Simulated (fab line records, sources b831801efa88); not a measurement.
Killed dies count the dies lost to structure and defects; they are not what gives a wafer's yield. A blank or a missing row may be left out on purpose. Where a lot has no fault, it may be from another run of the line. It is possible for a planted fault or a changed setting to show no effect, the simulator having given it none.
Which tool did it?    flow sky130    Sampling: 13 lots, 39 wafers, 6 of 708 route steps

== WHAT THE GAUGES READ, wafer by wafer ==
SKY_VT_ADJUST_LVTN_OVL_MEAS_07. Usual: VT_ADJUST_LVTN_OVL gives -0.3 nm (standard deviation 1.2).
lot   measured      on          VT_ADJUST_LVTN_OVL (nm)  flag
L817  day 6 15:34   overlay-02  2.4 1.5 1.0              
L818  day 7 01:40   overlay-02  -1.3 -1.8 -1.1           
L821  day 8 01:38   overlay-01  - - -                    OFF
L824  day 9 06:32   overlay-02  -0.3 -0.7 0.2            
L831  day 11 11:58  overlay-02  -4.2 -1.0 -0.8           
L833  day 11 19:09  overlay-01  -2.0 -2.4 -0.4           
L832  day 11 19:29  overlay-02  -2.0 -1.4 -0.7           
L834  day 12 05:19  overlay-02  0.8 0.6 0.9              
L835  day 12 05:44  overlay-01  0.3 -2.0 -0.2            
L837  day 12 11:01  overlay-02  0.7 -0.9 0.4             
L839  day 12 20:53  overlay-01  -0.6 1.6 0.3             
L838  day 12 22:02  overlay-02  -0.9 -0.4 -1.6           
L840  day 13 07:16  overlay-01  0.5 0.1 -1.6             

SKY_VT_ADJUST_LVTN_TW_MEAS_10. Usual: VT_ADJUST_LVTN_TW gives 240.4 (standard deviation 1.4).
lot   measured      on            VT_ADJUST_LVTN_TW  flag
L817  day 6 15:51   filmMetro-02  242.4 241.8 242.5  
L818  day 7 01:58   filmMetro-02  242.6 242.2 241.7  
L821  day 8 01:55   filmMetro-04  29.6 29.8 29.8     OFF
L824  day 9 06:49   filmMetro-03  237.4 238.5 238.0  
L831  day 11 12:16  filmMetro-02  242.2 242.4 241.4  
L833  day 11 19:26  filmMetro-02  240.8 241.4 242.6  
L832  day 11 19:46  filmMetro-04  239.1 238.7 241.0  
L834  day 12 05:37  filmMetro-04  237.6 240.0 240.5  
L835  day 12 06:08  filmMetro-04  240.2 239.9 239.6  
L837  day 12 11:19  filmMetro-02  241.1 242.5 243.3  
L839  day 12 21:11  filmMetro-04  240.0 240.7 240.1  
L838  day 12 22:19  filmMetro-04  241.0 239.9 239.8  
L840  day 13 07:34  filmMetro-04  240.8 239.6 240.4  

SKY_VT_ADJUST_LVTN_TW_MEAS_21. Usual: VT_ADJUST_LVTN_2_TW gives 187.3 (standard deviation 1.2).
lot   measured      on            VT_ADJUST_LVTN_2_TW  flag
L817  day 7 11:07   filmMetro-03  186.3 186.6 185.9    
L818  day 7 22:19   filmMetro-02  188.0 187.9 188.8    
L821  day 8 23:13   filmMetro-04  265.0 264.2 265.1    OFF
L824  day 10 04:49  filmMetro-02  187.9 188.1 189.0    
L831  day 12 11:49  filmMetro-02  187.9 188.0 189.1    
L833  day 12 18:41  filmMetro-02  189.1 188.2 188.5    
L832  day 12 19:40  filmMetro-03  186.5 185.9 184.6    
L834  day 13 06:55  filmMetro-02  187.0 188.7 186.0    
L835  day 13 06:56  filmMetro-04  187.8 186.4 187.2    
L837  day 13 13:19  filmMetro-02  188.6 188.0 188.0    
L839  day 13 22:32  filmMetro-04  187.6 186.7 186.7    
L838  day 14 00:31  filmMetro-04  186.9 186.4 187.1    
L840  day 14 10:45  filmMetro-04  187.4 186.6 187.0    

SKY_SONOS_ONO_THK_MEAS_01. Usual: SONOS_ONO_OXIDATION_THK gives 2.61 nm (standard deviation 0.052).
lot   measured      on            SONOS_ONO_OXIDATION_THK (nm)  flag
L817  day 11 06:11  filmMetro-04  2.64 2.60 2.56                
L818  day 11 19:35  filmMetro-03  2.62 2.62 2.57                
L821  day 12 21:33  filmMetro-03  2.64 2.52 2.56                
L824  day 14 08:49  filmMetro-03  2.66 2.62 2.65                
L831  day 17 05:11  filmMetro-01  2.64 2.56 2.59                
L833  day 17 11:23  filmMetro-03  2.56 2.61 2.59                
L832  day 17 11:22  filmMetro-04  2.53 2.49 2.56                
L834  day 18 00:12  filmMetro-01  2.52 2.56 2.62                
L835  day 18 00:12  filmMetro-04  2.67 2.64 2.63                
L837  day 18 09:33  filmMetro-03  2.58 2.58 2.58                
L839  day 18 18:21  filmMetro-04  2.64 2.67 2.61                
L838  day 18 19:41  filmMetro-03  2.53 2.56 2.57                
L840  day 19 06:45  filmMetro-01  2.55 2.62 2.61                

SKY_CONTACT_OVL_MEAS_15. Usual: CONTACT_OVL gives -6 nm (standard deviation 5.2).
lot   measured      on          CONTACT_OVL (nm)  flag
L817  day 32 02:51  overlay-01  6 1 2             
L818  day 32 00:54  overlay-01  -10 -5 -4         
L821  day 32 20:14  overlay-01  -8 -9 -6          
L824  day 34 12:53  overlay-02  1 -1 6            
L831  day 37 06:27  overlay-01  1 1 -6            
L833  day 37 11:12  overlay-01  -10 -4 -9         
L832  day 37 13:57  overlay-02  -17 -6 -3         
L834  day 37 22:22  overlay-02  -6 -6 2           
L835  day 37 19:54  overlay-01  -8 -2 0           
L837  day 38 05:41  overlay-02  -16 -17 -13       
L839  day 38 14:10  overlay-02  -3 -4 -7          
L838  day 38 16:00  overlay-02  -5 -4 0           
L840  day 39 00:41  overlay-02  -5 -10 -8         

== TOOL THAT RAN EACH LOT (tool first, then ch and the chambers of the sampled wafers, then the start) ==
lot   SKY_VT_ADJUST_LVTN_EXPOSE_04
L817  ilineStepper-02 ch 0, day 6 07:04
L818  ilineStepper-01 ch 0, day 6 16:20
L821  ilineStepper-01 ch 0, day 7 16:04
L824  ilineStepper-02 ch 0, day 8 19:38
L831  ilineStepper-01 ch 0, day 11 00:50
L833  ilineStepper-02 ch 0, day 11 06:41
L832  ilineStepper-01 ch 0, day 11 07:04
L834  ilineStepper-01 ch 0, day 11 18:44
L835  ilineStepper-02 ch 0, day 11 18:58
L837  ilineStepper-01 ch 0, day 11 22:56
L839  ilineStepper-02 ch 0, day 12 08:25
L838  ilineStepper-02 ch 0, day 12 09:26
L840  ilineStepper-01 ch 0, day 12 18:38
- SKY_VT_ADJUST_LVTN_EXPOSE_04: exposes mask NWM COMPLEMENT LESS NATIVE, target cd 840 nm.

== AS READ BY THE TOOLS THEMSELVES (means over the sampled wafers that have a number; for cases with no such wafer, the mark the record gives instead) ==
SKY_VT_ADJUST_LVTN_EXPOSE_04. Usual: stageVelMmS 500.01 mm/s, standard deviation 0.25.
lot   tool             stageVelMmS (mm/s)  flag
L817  ilineStepper-02  499.92              
L818  ilineStepper-01  500.01              
L821  ilineStepper-01  500.01              
L824  ilineStepper-02  500.05              
L831  ilineStepper-01  499.84              
L833  ilineStepper-02  499.78              
L832  ilineStepper-01  499.81              
L834  ilineStepper-01  499.99              
L835  ilineStepper-02  499.96              
L837  ilineStepper-01  500.17              
L839  ilineStepper-02  500.18              
L838  ilineStepper-02  500.13              
L840  ilineStepper-01  499.78              

== THE ANSWER, worked out from the rows above alone ==
Rule: a lot is off if the mean of its wafers that have a number lies more than 3 standard deviations from the usual mean. A lot without any number at a reading at which 4 lots or more have one is off too. Any other lot the step has rows for is counted as sound. After the gauges, taken in route order, come the tools' own readings; for these a lot's mean is taken, as printed above. At the first step where some lot is off, the reading lying furthest off is the one used; lots without a number count as furthest.
Off: at SKY_VT_ADJUST_LVTN_OVL_MEAS_07 (VT_ADJUST_LVTN_OVL), L821. Without a number there: L821.
If a tool, at a process step before that reading, ran all the lots that are off and no sound lot after the first of them, it fits. The gauges at SKY_VT_ADJUST_LVTN_OVL_MEAS_07 aren't tried: what is off there is off at SKY_VT_ADJUST_LVTN_TW_MEAS_10 too, on other tools, and a gauge's error can't cause that. No candidate that was tried fits.

== WHAT THE SIMULATOR PUT IN ==
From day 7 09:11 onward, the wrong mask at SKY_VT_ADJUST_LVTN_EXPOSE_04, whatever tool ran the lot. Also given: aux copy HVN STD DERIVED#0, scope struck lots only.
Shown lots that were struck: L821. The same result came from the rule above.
